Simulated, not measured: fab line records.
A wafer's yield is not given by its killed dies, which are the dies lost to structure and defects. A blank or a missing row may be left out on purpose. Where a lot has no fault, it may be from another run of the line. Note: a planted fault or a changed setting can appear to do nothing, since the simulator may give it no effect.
fab line records / flow sky130
record: lots: 14 wafers: 42 last_day: 49
route steps=708 shown FIELD_ISO@18 VT_ADJUST_LVTN@104 LDD_N@244 LDD_LDN@302
lots with no fault: from the same line, run without faults
start_h: hours from the record's opening day to when the first of the lot's shown wafers began / wait_h: how many hours have passed since the lot's step before this one / " as in the row above / L1.1+2: a single row standing in for several wafers / - no value, or no start was given / * or withheld: withheld / < > ~ a bound
route shown NAME@n: names a module that has steps shown in the file, with the first one's number in the route / usual: mean/standard deviation of fault-free wafers / same: alike in all rows / chamber/n: place in a boat / sites: each site's reading / _std_site: standard deviation of those values / _edge_site: inner sites' mean taken away from outer sites' mean / radius_mm: for every site, how far away it sits from the centre of the wafer / mask NAME#n: copy n / behind: the most recent tool/chamber to have shaped the wafer / hold: why the lot was held/for how many hours/how that ended / device: transistor that didn't switch, given as n, p or np / end of line: at the end of the route, the tests of the same wafers / step lacking rows: just its recipe / killed: dies that structure and defects cost at the first sort, which is not the same as the wafer's yield / map: shows each die of a wafer: x if killed, . if not, _ if none is there
set.NAME: setting as actually run; set.NAME@STEP: the setting as run at that earlier step / model.NAME: the simulator's own value behind a step, which no gauge read
the route's steps for a sample of lots (tables are steps, rows are wafers)
services: a tool's chamber out of use, with start hour (start_h, from the record's first day; less than 0 if before it), hours out, and reason
== steps ==
step: SKY_FIELD_ISO_ETCH_17
recipe: target_depth_a: 3420 mask_material: Si3N4 chemistry: HBr/Cl2/O2 target: Si taper_deg: 5 icp_w: 600 bias_w: 150 pressure_mtorr: 15 HBr_flow_sccm: 150 Cl2_flow_sccm: 40 O2_flow_sccm: 6 time_s: 97.7
usual: drypump_motor_current_A: 5.55/0.27 he_backside_leak_sccm: 2.97/0.12 oes_product_au: 1.002/0.0094 throttle_valve_pct: 25.655/0.01
lot.wafer=L720.1 tool=rie_si-02 chamber=3 start_h=34.68 wait_h=0.1 drypump_motor_current_A=5.37 he_backside_leak_sccm=2.92 oes_product_au=0.998 rf_hours_counter_h=24 throttle_valve_pct=25.671
lot.wafer=L720.4 tool=rie_si-02 chamber=0 start_h=34.68 wait_h=0.1 drypump_motor_current_A=6.09 he_backside_leak_sccm=2.89 oes_product_au=1.008 rf_hours_counter_h=- throttle_valve_pct=25.642
lot.wafer=L720.6 tool=rie_si-02 chamber=3 start_h=34.68 wait_h=0.1 drypump_motor_current_A=5.38 he_backside_leak_sccm=2.81 oes_product_au=0.989 rf_hours_counter_h=- throttle_valve_pct=25.668
lot.wafer=L719.1 tool=rie_si-01 chamber=1 start_h=34.82 wait_h=0.1 drypump_motor_current_A=5.38 he_backside_leak_sccm=3.07 oes_product_au=1.004 rf_hours_counter_h=55 throttle_valve_pct=25.635
lot.wafer=L719.3 tool=rie_si-01 chamber=3 start_h=34.82 wait_h=0.1 drypump_motor_current_A=5.73 he_backside_leak_sccm=3.02 oes_product_au=0.996 rf_hours_counter_h=140 throttle_valve_pct=25.656
lot.wafer=L719.4 tool=rie_si-01 chamber=0 start_h=34.82 wait_h=0.1 drypump_motor_current_A=5.19 he_backside_leak_sccm=3.08 oes_product_au=1.009 rf_hours_counter_h=- throttle_valve_pct=25.631
lot.wafer=L722.1 tool=rie_si-02 chamber=2 start_h=43.93 wait_h=0.1 drypump_motor_current_A=5.60 he_backside_leak_sccm=3.01 oes_product_au=0.991 rf_hours_counter_h=7 throttle_valve_pct=25.671
lot.wafer=L722.5 tool=rie_si-02 chamber=3 start_h=43.93 wait_h=0.1 drypump_motor_current_A=5.36 he_backside_leak_sccm=2.89 oes_product_au=1.000 rf_hours_counter_h=- throttle_valve_pct=25.657
lot.wafer=L722.6 tool=rie_si-02 chamber=0 start_h=43.93 wait_h=0.1 drypump_motor_current_A=6.08 he_backside_leak_sccm=3.04 oes_product_au=0.997 rf_hours_counter_h=- throttle_valve_pct=25.646
lot.wafer=L723.2 tool=rie_si-01 chamber=3 start_h=48.43 wait_h=0.1 drypump_motor_current_A=5.73 he_backside_leak_sccm=2.92 oes_product_au=0.996 rf_hours_counter_h=140 throttle_valve_pct=25.660
lot.wafer=L723.3 tool=rie_si-01 chamber=0 start_h=48.43 wait_h=0.1 drypump_motor_current_A=5.20 he_backside_leak_sccm=3.16 oes_product_au=1.008 rf_hours_counter_h=158 throttle_valve_pct=25.648
lot.wafer=L723.4 tool=rie_si-01 chamber=0 start_h=48.43 wait_h=0.1 drypump_motor_current_A=5.19 he_backside_leak_sccm=2.95 oes_product_au=1.002 rf_hours_counter_h=- throttle_valve_pct=25.668
lot.wafer=L724.2 tool=rie_si-02 chamber=2 start_h=53.32 wait_h=0.1 drypump_motor_current_A=5.59 he_backside_leak_sccm=2.83 oes_product_au=1.004 rf_hours_counter_h=7 throttle_valve_pct=25.648
lot.wafer=L724.3 tool=rie_si-02 chamber=3 start_h=53.32 wait_h=0.1 drypump_motor_current_A=5.37 he_backside_leak_sccm=2.84 oes_product_au=0.999 rf_hours_counter_h=25 throttle_valve_pct=25.649
lot.wafer=L724.5 tool=rie_si-02 chamber=1 start_h=53.32 wait_h=0.1 drypump_motor_current_A=5.62 he_backside_leak_sccm=2.98 oes_product_au=0.995 rf_hours_counter_h=- throttle_valve_pct=25.650
lot.wafer=L725.2 tool=rie_si-02 chamber=2 start_h=61.38 wait_h=0.1 drypump_motor_current_A=5.60 he_backside_leak_sccm=2.84 oes_product_au=0.998 rf_hours_counter_h=7 throttle_valve_pct=25.663
lot.wafer=L725.4 tool=rie_si-02 chamber=0 start_h=61.38 wait_h=0.1 drypump_motor_current_A=6.09 he_backside_leak_sccm=2.94 oes_product_au=1.003 rf_hours_counter_h=137 throttle_valve_pct=25.658
lot.wafer=L725.5 tool=rie_si-02 chamber=0 start_h=61.38 wait_h=0.1 drypump_motor_current_A=6.09 he_backside_leak_sccm=2.91 oes_product_au=1.005 rf_hours_counter_h=- throttle_valve_pct=25.647
lot.wafer=L726.1 tool=rie_si-01 chamber=1 start_h=68.12 wait_h=0.1 drypump_motor_current_A=5.38 he_backside_leak_sccm=2.91 oes_product_au=1.020 rf_hours_counter_h=56 throttle_valve_pct=25.640
lot.wafer=L726.3 tool=rie_si-01 chamber=3 start_h=68.12 wait_h=0.1 drypump_motor_current_A=5.71 he_backside_leak_sccm=3.13 oes_product_au=1.004 rf_hours_counter_h=140 throttle_valve_pct=25.660
lot.wafer=L726.6 tool=rie_si-01 chamber=3 start_h=68.12 wait_h=0.1 drypump_motor_current_A=5.72 he_backside_leak_sccm=3.11 oes_product_au=1.008 rf_hours_counter_h=- throttle_valve_pct=25.652
lot.wafer=L727.1 tool=rie_si-01 chamber=3 start_h=74.47 wait_h=0.1 drypump_motor_current_A=5.72 he_backside_leak_sccm=3.05 oes_product_au=0.997 rf_hours_counter_h=140 throttle_valve_pct=25.656
lot.wafer=L727.4 tool=rie_si-01 chamber=3 start_h=74.47 wait_h=0.1 drypump_motor_current_A=5.72 he_backside_leak_sccm=3.04 oes_product_au=1.002 rf_hours_counter_h=- throttle_valve_pct=25.657
lot.wafer=L727.5 tool=rie_si-01 chamber=1 start_h=74.47 wait_h=0.1 drypump_motor_current_A=5.38 he_backside_leak_sccm=2.87 oes_product_au=1.020 rf_hours_counter_h=- throttle_valve_pct=25.630
lot.wafer=L728.3 tool=rie_si-02 chamber=2 start_h=78.98 wait_h=0.0 drypump_motor_current_A=5.63 he_backside_leak_sccm=3.00 oes_product_au=1.004 rf_hours_counter_h=7 throttle_valve_pct=25.660
lot.wafer=L728.4 tool=rie_si-02 chamber=0 start_h=78.98 wait_h=0.0 drypump_motor_current_A=6.08 he_backside_leak_sccm=2.99 oes_product_au=0.996 rf_hours_counter_h=137 throttle_valve_pct=25.629
lot.wafer=L728.5 tool=rie_si-02 chamber=3 start_h=78.98 wait_h=0.0 drypump_motor_current_A=5.37 he_backside_leak_sccm=2.98 oes_product_au=0.997 rf_hours_counter_h=- throttle_valve_pct=25.652
lot.wafer=L729.1 tool=rie_si-01 chamber=3 start_h=81.32 wait_h=0.1 drypump_motor_current_A=5.71 he_backside_leak_sccm=2.99 oes_product_au=0.999 rf_hours_counter_h=140 throttle_valve_pct=25.654
lot.wafer=L729.4 tool=rie_si-01 chamber=0 start_h=81.32 wait_h=0.1 drypump_motor_current_A=5.17 he_backside_leak_sccm=3.18 oes_product_au=1.011 rf_hours_counter_h=- throttle_valve_pct=25.668
lot.wafer=L729.5 tool=rie_si-01 chamber=1 start_h=81.32 wait_h=0.1 drypump_motor_current_A=5.36 he_backside_leak_sccm=3.02 oes_product_au=1.018 rf_hours_counter_h=- throttle_valve_pct=25.646
lot.wafer=L731.1 tool=rie_si-01 chamber=3 start_h=93.22 wait_h=0.1 drypump_motor_current_A=5.74 he_backside_leak_sccm=3.14 oes_product_au=0.997 rf_hours_counter_h=140 throttle_valve_pct=25.666
lot.wafer=L731.4 tool=rie_si-01 chamber=3 start_h=93.22 wait_h=0.1 drypump_motor_current_A=5.76 he_backside_leak_sccm=3.06 oes_product_au=0.995 rf_hours_counter_h=- throttle_valve_pct=25.661
lot.wafer=L731.5 tool=rie_si-01 chamber=1 start_h=93.22 wait_h=0.1 drypump_motor_current_A=5.38 he_backside_leak_sccm=2.95 oes_product_au=1.013 rf_hours_counter_h=- throttle_valve_pct=25.634
lot.wafer=L732.2 tool=rie_si-02 chamber=1 start_h=99.97 wait_h=0.1 drypump_motor_current_A=5.62 he_backside_leak_sccm=2.82 oes_product_au=1.000 rf_hours_counter_h=0 throttle_valve_pct=25.659
lot.wafer=L732.4 tool=rie_si-02 chamber=0 start_h=99.97 wait_h=0.1 drypump_motor_current_A=6.07 he_backside_leak_sccm=3.09 oes_product_au=1.004 rf_hours_counter_h=137 throttle_valve_pct=25.677
lot.wafer=L732.6 tool=rie_si-02 chamber=2 start_h=99.97 wait_h=0.1 drypump_motor_current_A=5.59 he_backside_leak_sccm=2.70 oes_product_au=1.008 rf_hours_counter_h=- throttle_valve_pct=25.649
lot.wafer=L735.3 tool=rie_si-01 chamber=1 start_h=116.17 wait_h=0.0 drypump_motor_current_A=5.36 he_backside_leak_sccm=2.96 oes_product_au=0.832 rf_hours_counter_h=56 throttle_valve_pct=25.774
lot.wafer=L735.5 tool=rie_si-01 chamber=3 start_h=116.17 wait_h=0.0 drypump_motor_current_A=5.72 he_backside_leak_sccm=3.06 oes_product_au=0.810 rf_hours_counter_h=- throttle_valve_pct=25.771
lot.wafer=L735.6 tool=rie_si-01 chamber=1 start_h=116.17 wait_h=0.0 drypump_motor_current_A=5.36 he_backside_leak_sccm=2.98 oes_product_au=0.820 rf_hours_counter_h=- throttle_valve_pct=25.774
lot.wafer=L736.3 tool=rie_si-01 chamber=3 start_h=120.82 wait_h=0.0 drypump_motor_current_A=5.72 he_backside_leak_sccm=3.05 oes_product_au=0.813 rf_hours_counter_h=141 throttle_valve_pct=25.785
lot.wafer=L736.5 tool=rie_si-01 chamber=0 start_h=120.82 wait_h=0.0 drypump_motor_current_A=5.16 he_backside_leak_sccm=2.92 oes_product_au=0.815 rf_hours_counter_h=- throttle_valve_pct=25.782
lot.wafer=L736.6 tool=rie_si-01 chamber=3 start_h=120.82 wait_h=0.0 drypump_motor_current_A=5.73 he_backside_leak_sccm=2.91 oes_product_au=0.808 rf_hours_counter_h=- throttle_valve_pct=25.787
step: SKY_VT_ADJUST_LVTN_OVL_MEAS_07
usual: VT_ADJUST_LVTN_OVL: 2.0/1.5
lot.wafer=L720.1 tool=overlay-02 chamber=- start_h=144.60 wait_h=- VT_ADJUST_LVTN_OVL[nm]=3.4
lot.wafer=L720.4 tool=overlay-02 chamber=- start_h=144.60 wait_h=- VT_ADJUST_LVTN_OVL[nm]=2.8
lot.wafer=L720.6 tool=overlay-02 chamber=- start_h=144.60 wait_h=- VT_ADJUST_LVTN_OVL[nm]=4.2
lot.wafer=L719.1 tool=overlay-01 chamber=- start_h=144.75 wait_h=- VT_ADJUST_LVTN_OVL[nm]=1.1
lot.wafer=L719.3 tool=overlay-01 chamber=- start_h=144.75 wait_h=- VT_ADJUST_LVTN_OVL[nm]=1.7
lot.wafer=L719.4 tool=overlay-01 chamber=- start_h=144.75 wait_h=- VT_ADJUST_LVTN_OVL[nm]=1.0
lot.wafer=L722.1 tool=overlay-02 chamber=- start_h=158.40 wait_h=- VT_ADJUST_LVTN_OVL[nm]=2.6
lot.wafer=L722.5 tool=overlay-02 chamber=- start_h=158.40 wait_h=- VT_ADJUST_LVTN_OVL[nm]=2.6
lot.wafer=L722.6 tool=overlay-02 chamber=- start_h=158.40 wait_h=- VT_ADJUST_LVTN_OVL[nm]=1.0
lot.wafer=L723.2 tool=overlay-01 chamber=- start_h=162.01 wait_h=- VT_ADJUST_LVTN_OVL[nm]=-0.4
lot.wafer=L723.3 tool=overlay-01 chamber=- start_h=162.01 wait_h=- VT_ADJUST_LVTN_OVL[nm]=-1.5
lot.wafer=L723.4 tool=overlay-01 chamber=- start_h=162.01 wait_h=- VT_ADJUST_LVTN_OVL[nm]=-1.9
lot.wafer=L724.2 tool=overlay-02 chamber=- start_h=168.35 wait_h=- VT_ADJUST_LVTN_OVL[nm]=2.1
lot.wafer=L724.3 tool=overlay-02 chamber=- start_h=168.35 wait_h=- VT_ADJUST_LVTN_OVL[nm]=2.2
lot.wafer=L724.5 tool=overlay-02 chamber=- start_h=168.35 wait_h=- VT_ADJUST_LVTN_OVL[nm]=2.6
lot.wafer=L725.2 tool=overlay-02 chamber=- start_h=184.61 wait_h=- VT_ADJUST_LVTN_OVL[nm]=2.8
lot.wafer=L725.4 tool=overlay-02 chamber=- start_h=184.61 wait_h=- VT_ADJUST_LVTN_OVL[nm]=2.4
lot.wafer=L725.5 tool=overlay-02 chamber=- start_h=184.61 wait_h=- VT_ADJUST_LVTN_OVL[nm]=2.9
lot.wafer=L726.1 tool=overlay-01 chamber=- start_h=188.55 wait_h=- VT_ADJUST_LVTN_OVL[nm]=0.5
lot.wafer=L726.3 tool=overlay-01 chamber=- start_h=188.55 wait_h=- VT_ADJUST_LVTN_OVL[nm]=0.8
lot.wafer=L726.6 tool=overlay-01 chamber=- start_h=188.55 wait_h=- VT_ADJUST_LVTN_OVL[nm]=0.8
lot.wafer=L727.1 tool=overlay-02 chamber=- start_h=195.50 wait_h=- VT_ADJUST_LVTN_OVL[nm]=5.3
lot.wafer=L727.4 tool=overlay-02 chamber=- start_h=195.50 wait_h=- VT_ADJUST_LVTN_OVL[nm]=2.3
lot.wafer=L727.5 tool=overlay-02 chamber=- start_h=195.50 wait_h=- VT_ADJUST_LVTN_OVL[nm]=2.8
lot.wafer=L728.3 tool=overlay-01 chamber=- start_h=201.56 wait_h=- VT_ADJUST_LVTN_OVL[nm]=1.2
lot.wafer=L728.4 tool=overlay-01 chamber=- start_h=201.56 wait_h=- VT_ADJUST_LVTN_OVL[nm]=1.5
lot.wafer=L728.5 tool=overlay-01 chamber=- start_h=201.56 wait_h=- VT_ADJUST_LVTN_OVL[nm]=1.4
lot.wafer=L729.1 tool=overlay-01 chamber=- start_h=204.55 wait_h=- VT_ADJUST_LVTN_OVL[nm]=1.4
lot.wafer=L729.4 tool=overlay-01 chamber=- start_h=204.55 wait_h=- VT_ADJUST_LVTN_OVL[nm]=2.8
lot.wafer=L729.5 tool=overlay-01 chamber=- start_h=204.55 wait_h=- VT_ADJUST_LVTN_OVL[nm]=1.5
lot.wafer=L731.1 tool=overlay-02 chamber=- start_h=220.85 wait_h=- VT_ADJUST_LVTN_OVL[nm]=4.3
lot.wafer=L731.4 tool=overlay-02 chamber=- start_h=220.85 wait_h=- VT_ADJUST_LVTN_OVL[nm]=3.8
lot.wafer=L731.5 tool=overlay-02 chamber=- start_h=220.85 wait_h=- VT_ADJUST_LVTN_OVL[nm]=3.8
lot.wafer=L732.2 tool=overlay-02 chamber=- start_h=231.26 wait_h=- VT_ADJUST_LVTN_OVL[nm]=2.9
lot.wafer=L732.4 tool=overlay-02 chamber=- start_h=231.26 wait_h=- VT_ADJUST_LVTN_OVL[nm]=4.2
lot.wafer=L732.6 tool=overlay-02 chamber=- start_h=231.26 wait_h=- VT_ADJUST_LVTN_OVL[nm]=2.1
lot.wafer=L735.3 tool=overlay-02 chamber=- start_h=254.11 wait_h=- VT_ADJUST_LVTN_OVL[nm]=2.9
lot.wafer=L735.5 tool=overlay-02 chamber=- start_h=254.11 wait_h=- VT_ADJUST_LVTN_OVL[nm]=2.9
lot.wafer=L735.6 tool=overlay-02 chamber=- start_h=254.11 wait_h=- VT_ADJUST_LVTN_OVL[nm]=2.3
lot.wafer=L736.3 tool=overlay-02 chamber=- start_h=254.46 wait_h=- VT_ADJUST_LVTN_OVL[nm]=1.7
lot.wafer=L736.5 tool=overlay-02 chamber=- start_h=254.46 wait_h=- VT_ADJUST_LVTN_OVL[nm]=1.8
lot.wafer=L736.6 tool=overlay-02 chamber=- start_h=254.46 wait_h=- VT_ADJUST_LVTN_OVL[nm]=2.0
step: SKY_LDD_N_OVL_MEAS_07
usual: LDD_N_OVL: -0.7/1.4
lot.wafer=L719.1 tool=overlay-01 chamber=- start_h=399.66 wait_h=0.1 LDD_N_OVL[nm]=-0.7
lot.wafer=L719.3 tool=overlay-01 chamber=- start_h=399.66 wait_h=0.1 LDD_N_OVL[nm]=-0.9
lot.wafer=L719.4 tool=overlay-01 chamber=- start_h=399.66 wait_h=0.1 LDD_N_OVL[nm]=-0.7
lot.wafer=L720.1 tool=overlay-02 chamber=- start_h=403.70 wait_h=0.1 LDD_N_OVL[nm]=0.6
lot.wafer=L720.4 tool=overlay-02 chamber=- start_h=403.70 wait_h=0.1 LDD_N_OVL[nm]=0.8
lot.wafer=L720.6 tool=overlay-02 chamber=- start_h=403.70 wait_h=0.1 LDD_N_OVL[nm]=1.1
lot.wafer=L722.1 tool=overlay-01 chamber=- start_h=423.45 wait_h=0.1 LDD_N_OVL[nm]=-2.0
lot.wafer=L722.5 tool=overlay-01 chamber=- start_h=423.45 wait_h=0.1 LDD_N_OVL[nm]=-2.8
lot.wafer=L722.6 tool=overlay-01 chamber=- start_h=423.45 wait_h=0.1 LDD_N_OVL[nm]=-1.2
lot.wafer=L723.2 tool=overlay-01 chamber=- start_h=428.32 wait_h=0.1 LDD_N_OVL[nm]=-0.5
lot.wafer=L723.3 tool=overlay-01 chamber=- start_h=428.32 wait_h=0.1 LDD_N_OVL[nm]=0.6
lot.wafer=L723.4 tool=overlay-01 chamber=- start_h=428.32 wait_h=0.1 LDD_N_OVL[nm]=-0.1
lot.wafer=L724.2 tool=overlay-01 chamber=- start_h=448.45 wait_h=0.1 LDD_N_OVL[nm]=-0.6
lot.wafer=L724.3 tool=overlay-01 chamber=- start_h=448.45 wait_h=0.1 LDD_N_OVL[nm]=-0.6
lot.wafer=L724.5 tool=overlay-01 chamber=- start_h=448.45 wait_h=0.1 LDD_N_OVL[nm]=0.1
lot.wafer=L725.2 tool=overlay-01 chamber=- start_h=459.97 wait_h=0.1 LDD_N_OVL[nm]=0.2
lot.wafer=L725.4 tool=overlay-01 chamber=- start_h=459.97 wait_h=0.1 LDD_N_OVL[nm]=-0.6
lot.wafer=L725.5 tool=overlay-01 chamber=- start_h=459.97 wait_h=0.1 LDD_N_OVL[nm]=-1.2
lot.wafer=L726.1 tool=overlay-01 chamber=- start_h=469.65 wait_h=0.1 LDD_N_OVL[nm]=0.0
lot.wafer=L726.3 tool=overlay-01 chamber=- start_h=469.65 wait_h=0.1 LDD_N_OVL[nm]=0.7
lot.wafer=L726.6 tool=overlay-01 chamber=- start_h=469.65 wait_h=0.1 LDD_N_OVL[nm]=-0.8
lot.wafer=L727.1 tool=overlay-02 chamber=- start_h=478.71 wait_h=0.1 LDD_N_OVL[nm]=2.3
lot.wafer=L727.4 tool=overlay-02 chamber=- start_h=478.71 wait_h=0.1 LDD_N_OVL[nm]=1.6
lot.wafer=L727.5 tool=overlay-02 chamber=- start_h=478.71 wait_h=0.1 LDD_N_OVL[nm]=1.4
lot.wafer=L728.3 tool=overlay-02 chamber=- start_h=488.02 wait_h=0.1 LDD_N_OVL[nm]=1.1
lot.wafer=L728.4 tool=overlay-02 chamber=- start_h=488.02 wait_h=0.1 LDD_N_OVL[nm]=0.4
lot.wafer=L728.5 tool=overlay-02 chamber=- start_h=488.02 wait_h=0.1 LDD_N_OVL[nm]=0.3
lot.wafer=L729.1 tool=overlay-01 chamber=- start_h=491.66 wait_h=0.1 LDD_N_OVL[nm]=-1.4
lot.wafer=L729.4 tool=overlay-01 chamber=- start_h=491.66 wait_h=0.1 LDD_N_OVL[nm]=-2.0
lot.wafer=L729.5 tool=overlay-01 chamber=- start_h=491.66 wait_h=0.1 LDD_N_OVL[nm]=-0.5
lot.wafer=L731.1 tool=overlay-02 chamber=- start_h=508.95 wait_h=0.1 LDD_N_OVL[nm]=-1.3
lot.wafer=L731.4 tool=overlay-02 chamber=- start_h=508.95 wait_h=0.1 LDD_N_OVL[nm]=-1.2
lot.wafer=L731.5 tool=overlay-02 chamber=- start_h=508.95 wait_h=0.1 LDD_N_OVL[nm]=-1.5
lot.wafer=L732.2 tool=overlay-02 chamber=- start_h=525.50 wait_h=0.1 LDD_N_OVL[nm]=-5.3
lot.wafer=L732.4 tool=overlay-02 chamber=- start_h=525.50 wait_h=0.1 LDD_N_OVL[nm]=-2.4
lot.wafer=L732.6 tool=overlay-02 chamber=- start_h=525.50 wait_h=0.1 LDD_N_OVL[nm]=-3.0
lot.wafer=L735.3 tool=overlay-02 chamber=- start_h=552.12 wait_h=0.1 LDD_N_OVL[nm]=0.8
lot.wafer=L735.5 tool=overlay-02 chamber=- start_h=552.12 wait_h=0.1 LDD_N_OVL[nm]=1.0
lot.wafer=L735.6 tool=overlay-02 chamber=- start_h=552.12 wait_h=0.1 LDD_N_OVL[nm]=0.6
lot.wafer=L736.3 tool=overlay-01 chamber=- start_h=554.76 wait_h=0.1 LDD_N_OVL[nm]=-3.6
lot.wafer=L736.5 tool=overlay-01 chamber=- start_h=554.76 wait_h=0.1 LDD_N_OVL[nm]=-2.7
lot.wafer=L736.6 tool=overlay-01 chamber=- start_h=554.76 wait_h=0.1 LDD_N_OVL[nm]=-3.1
step: SKY_LDD_LDN_TW_MEAS_13
usual: LDD_LDN_TW: 1486/7.1
lot.wafer=L719.1 tool=film_metro-03 chamber=- start_h=522.58 wait_h=0.1 LDD_LDN_TW=1478
lot.wafer=L719.3 tool=film_metro-03 chamber=- start_h=522.58 wait_h=0.1 LDD_LDN_TW=1475
lot.wafer=L719.4 tool=film_metro-03 chamber=- start_h=522.58 wait_h=0.1 LDD_LDN_TW=1481
lot.wafer=L720.1 tool=film_metro-01 chamber=- start_h=527.80 wait_h=0.1 LDD_LDN_TW=1483
lot.wafer=L720.4 tool=film_metro-01 chamber=- start_h=527.80 wait_h=0.1 LDD_LDN_TW=1488
lot.wafer=L720.6 tool=film_metro-01 chamber=- start_h=527.80 wait_h=0.1 LDD_LDN_TW=1493
lot.wafer=L722.1 tool=film_metro-01 chamber=- start_h=552.18 wait_h=0.1 LDD_LDN_TW=1487
lot.wafer=L722.5 tool=film_metro-01 chamber=- start_h=552.18 wait_h=0.1 LDD_LDN_TW=1481
lot.wafer=L722.6 tool=film_metro-01 chamber=- start_h=552.18 wait_h=0.1 LDD_LDN_TW=1489
lot.wafer=L723.2 tool=film_metro-01 chamber=- start_h=552.49 wait_h=0.1 LDD_LDN_TW=1487
lot.wafer=L723.3 tool=film_metro-01 chamber=- start_h=552.49 wait_h=0.1 LDD_LDN_TW=1481
lot.wafer=L723.4 tool=film_metro-01 chamber=- start_h=552.49 wait_h=0.1 LDD_LDN_TW=1479
lot.wafer=L724.2 tool=film_metro-02 chamber=- start_h=571.49 wait_h=0.1 LDD_LDN_TW=1488
lot.wafer=L724.3 tool=film_metro-02 chamber=- start_h=571.49 wait_h=0.1 LDD_LDN_TW=1500
lot.wafer=L724.5 tool=film_metro-02 chamber=- start_h=571.49 wait_h=0.1 LDD_LDN_TW=1496
lot.wafer=L725.2 tool=film_metro-03 chamber=- start_h=583.41 wait_h=0.1 LDD_LDN_TW=1471
lot.wafer=L725.4 tool=film_metro-03 chamber=- start_h=583.41 wait_h=0.1 LDD_LDN_TW=1471
lot.wafer=L725.5 tool=film_metro-03 chamber=- start_h=583.41 wait_h=0.1 LDD_LDN_TW=1480
lot.wafer=L726.1 tool=film_metro-02 chamber=- start_h=590.95 wait_h=0.1 LDD_LDN_TW=1485
lot.wafer=L726.3 tool=film_metro-02 chamber=- start_h=590.95 wait_h=0.1 LDD_LDN_TW=1492
lot.wafer=L726.6 tool=film_metro-02 chamber=- start_h=590.95 wait_h=0.1 LDD_LDN_TW=1498
lot.wafer=L727.1 tool=film_metro-02 chamber=- start_h=599.90 wait_h=0.1 LDD_LDN_TW=1494
lot.wafer=L727.4 tool=film_metro-02 chamber=- start_h=599.90 wait_h=0.1 LDD_LDN_TW=1491
lot.wafer=L727.5 tool=film_metro-02 chamber=- start_h=599.90 wait_h=0.1 LDD_LDN_TW=1488
lot.wafer=L728.3 tool=film_metro-03 chamber=- start_h=610.40 wait_h=0.1 LDD_LDN_TW=1494
lot.wafer=L728.4 tool=film_metro-03 chamber=- start_h=610.40 wait_h=0.1 LDD_LDN_TW=1486
lot.wafer=L728.5 tool=film_metro-03 chamber=- start_h=610.40 wait_h=0.1 LDD_LDN_TW=1492
lot.wafer=L729.1 tool=film_metro-01 chamber=- start_h=611.70 wait_h=0.1 LDD_LDN_TW=1490
lot.wafer=L729.4 tool=film_metro-01 chamber=- start_h=611.70 wait_h=0.1 LDD_LDN_TW=1486
lot.wafer=L729.5 tool=film_metro-01 chamber=- start_h=611.70 wait_h=0.1 LDD_LDN_TW=1485
lot.wafer=L731.1 tool=film_metro-03 chamber=- start_h=630.48 wait_h=0.1 LDD_LDN_TW=1485
lot.wafer=L731.4 tool=film_metro-03 chamber=- start_h=630.48 wait_h=0.1 LDD_LDN_TW=1485
lot.wafer=L731.5 tool=film_metro-03 chamber=- start_h=630.48 wait_h=0.1 LDD_LDN_TW=1494
lot.wafer=L732.2 tool=film_metro-01 chamber=- start_h=645.94 wait_h=0.1 LDD_LDN_TW=1478
lot.wafer=L732.4 tool=film_metro-01 chamber=- start_h=645.94 wait_h=0.1 LDD_LDN_TW=1486
lot.wafer=L732.6 tool=film_metro-01 chamber=- start_h=645.94 wait_h=0.1 LDD_LDN_TW=1479
lot.wafer=L735.3 tool=film_metro-01 chamber=- start_h=670.75 wait_h=0.1 LDD_LDN_TW=1488
lot.wafer=L735.5 tool=film_metro-01 chamber=- start_h=670.75 wait_h=0.1 LDD_LDN_TW=1484
lot.wafer=L735.6 tool=film_metro-01 chamber=- start_h=670.75 wait_h=0.1 LDD_LDN_TW=1494
lot.wafer=L736.3 tool=film_metro-03 chamber=- start_h=673.55 wait_h=0.1 LDD_LDN_TW=1476
lot.wafer=L736.5 tool=film_metro-03 chamber=- start_h=673.55 wait_h=0.1 LDD_LDN_TW=1484
lot.wafer=L736.6 tool=film_metro-03 chamber=- start_h=673.55 wait_h=0.1 LDD_LDN_TW=1484
== services ==
tool=rie_si-02 chamber=1 start_h=32.98 hours=- kind=clean
tool=rie_si-02 chamber=1 start_h=32.98 hours=15.4 kind=scheduled_down
tool=rie_si-02 chamber=1 start_h=32.98 hours=15.4 kind=vent_cycle
tool=rie_si-02 chamber=- start_h=68.55 hours=0.1 kind=repair
== key ==
first_sign: step: SKY_FIELD_ISO_ETCH_17 reading: oes_product_au direction: down sigmas: 20 usual: 1.002 struck: 0.816
effect: step: SKY_FIELD_ISO_ETCH_17 reading: throttle_valve_pct direction: up sigmas: 12 usual: 25.655 struck: 25.779
met_at SKY_FIELD_ISO_ETCH_17
struck_lots L735,L736
sort_left_out L735.3,L735.5,L735.6
tester_left_out L735,L736
not_acting_at SKY_VT_ADJUST_LVTN_OVL_MEAS_07,SKY_LDD_N_OVL_MEAS_07,SKY_LDD_LDN_TW_MEAS_13
onset_between 93.22 116.17
fault: kind: process_parameter_drift tool: rie_si-01 chamber: - onset_h: 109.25 steps: SKY_FIELD_ISO_ETCH_17 channel: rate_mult offset: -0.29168 shape: step end_h: 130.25
tester_left_out: of these lots the tester's yield and bins aren't shown, on N5 and GAA mostly nor the transistor test; their killed dies are dies lost to structure and defects alone, not to doping, threshold or leakage, so they don't give the yield
sort_left_out: the simulated sort isn't trusted on such a fault, so these wafers' sort isn't shown, and their yield isn't known
